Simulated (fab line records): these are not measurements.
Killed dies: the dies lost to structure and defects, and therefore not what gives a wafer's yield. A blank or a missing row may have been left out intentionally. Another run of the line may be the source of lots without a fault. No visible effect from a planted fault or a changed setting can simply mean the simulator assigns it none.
Which tool was responsible? + flow gf180mcu + Sampling: 6 lots, 18 wafers, 2 of 602 route steps

== WHAT THE GAUGES SHOWED, per wafer ==
GF_VT_IMPLANT_TW_MEAS_32.
| lot  | measured     | on           | VT_IMPLANT_3_TW   |
|------|--------------|--------------|-------------------|
| L630 | day 7 06:11  | filmMetro-03 | 267.9 267.2 267.8 |
| L632 | day 7 18:22  | filmMetro-03 | 267.8 268.2 268.1 |
| L634 | day 8 10:04  | filmMetro-01 | 269.6 269.3 268.6 |
| L636 | day 9 01:16  | filmMetro-01 | 269.9 269.5 267.4 |
| L646 | day 11 15:17 | filmMetro-03 | 307.2 305.8 303.5 |
| L650 | day 12 14:29 | filmMetro-04 | 267.0 267.4 267.8 |

== TOOL THAT RAN EACH LOT (tool first, then ch and the chambers of the sampled wafers, then the start) ==
| lot  | GF_VT_IMPLANT_IMPLANT_30        |
|------|---------------------------------|
| L630 | implanter-02 ch 0, day 7 05:56  |
| L632 | implanter-04 ch 0, day 7 18:08  |
| L634 | implanter-04 ch 0, day 8 09:49  |
| L636 | implanter-04 ch 0, day 9 01:01  |
| L646 | implanter-02 ch 0, day 11 15:04 |
| L650 | implanter-04 ch 0, day 12 14:14 |
- GF_VT_IMPLANT_IMPLANT_30

== THE ANSWER, worked out from the rows above alone ==
Rule: the lots themselves supply what counts as usual. Put in order of their means at a reading, lots are off if they are a third of the lots or fewer, leave a main group of 4 or more, and stand apart from it by a gap of 3 or more times the standard deviation of the main group's means; of several such gaps the widest counts. A main group whose means are all the same, to the digits that the tables above print for the reading, isn't used. Also off: a lot with no number at a reading for which 4 or more lots have one. Where the step has rows for the other lots, those lots are counted as sound.
Off: at GF_VT_IMPLANT_TW_MEAS_32 (VT_IMPLANT_3_TW), L646. The main group has a mean of 268.2 with a standard deviation of 0.7.
If a tool, at a process step before that reading, ran all the lots that are off and no sound lot after the first of them, it fits. Those tools and the gauges at GF_VT_IMPLANT_TW_MEAS_32 are tried in the same way. Can't be told from this: 2 tools fit, implanter-02 at GF_VT_IMPLANT_IMPLANT_30, filmMetro-03 at GF_VT_IMPLANT_TW_MEAS_32.

== WHAT THE SIMULATOR PUT IN ==
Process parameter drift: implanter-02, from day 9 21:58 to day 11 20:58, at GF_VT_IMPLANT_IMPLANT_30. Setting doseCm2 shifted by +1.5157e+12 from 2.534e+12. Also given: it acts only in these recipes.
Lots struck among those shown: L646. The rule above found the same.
